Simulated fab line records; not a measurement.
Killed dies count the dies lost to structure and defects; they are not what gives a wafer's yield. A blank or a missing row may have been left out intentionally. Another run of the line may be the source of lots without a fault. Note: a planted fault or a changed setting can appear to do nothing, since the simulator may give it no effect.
Chamber matching -- flow sky130 -- 4 sister chambers for SKY_FIELD_ISO_CMP_27 on cmp-02
The step polishes, stops on Si3N4, t overpolish 16 s, target thk 457.8 nm. 7 wafers are shown with their chamber, then 7 later ones without.

## WAFERS, EACH WITH ITS CHAMBER
wafer,chamber,motor current A (A),platen rpm (rpm)
L492.2,1,10.6,59.97
L492.4,0,11.7,59.99
L500.1,1,10.6,60.01
L500.2,3,12.4,59.99
L500.6,0,12.1,60.01
L501.4,2,12.1,59.97
L501.5,3,12.3,60.01

## WAFERS MISSING THEIR CHAMBER
wafer,motor current A (A),platen rpm (rpm)
L501.6,11.5,60.00
L504.2,10.7,59.98
L504.4,12.0,59.99
L504.6,12.0,60.01
L507.1,10.5,59.94
L507.2,12.1,60.01
L507.4,11.7,60.05

## WHICH CHAMBER EACH WENT THROUGH
wafer,from the rows above,in truth
L501.6,can't be placed: 0 or 2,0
L504.2,1,1
L504.4,can't be placed: 0 or 2 or 3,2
L504.6,can't be placed: 0 or 2 or 3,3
L507.1,1,1
L507.2,can't be placed: 0 or 3 or 2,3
L507.4,can't be placed: 0 or 3 or 2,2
Correctly placed: 2 of 7. Not placeable from these rows: 5 (in 5, the candidates include the true chamber). Wrongly placed: 0.
How it was worked out, from the rows above alone: a wafer's distance from a chamber is the root of the sum, over the readings, of the square of ((its reading less the chamber's mean) divided by the reading's scatter). The wafer belongs to the nearest chamber; if the next one is less than 2 further off, it can't be placed. For every chamber, the mean is computed from those of its wafers that are shown. How the scatter is found: for the shown wafers, subtract from each reading the mean of its chamber, square and add these, divide the total by (wafers less chambers), then take the root.
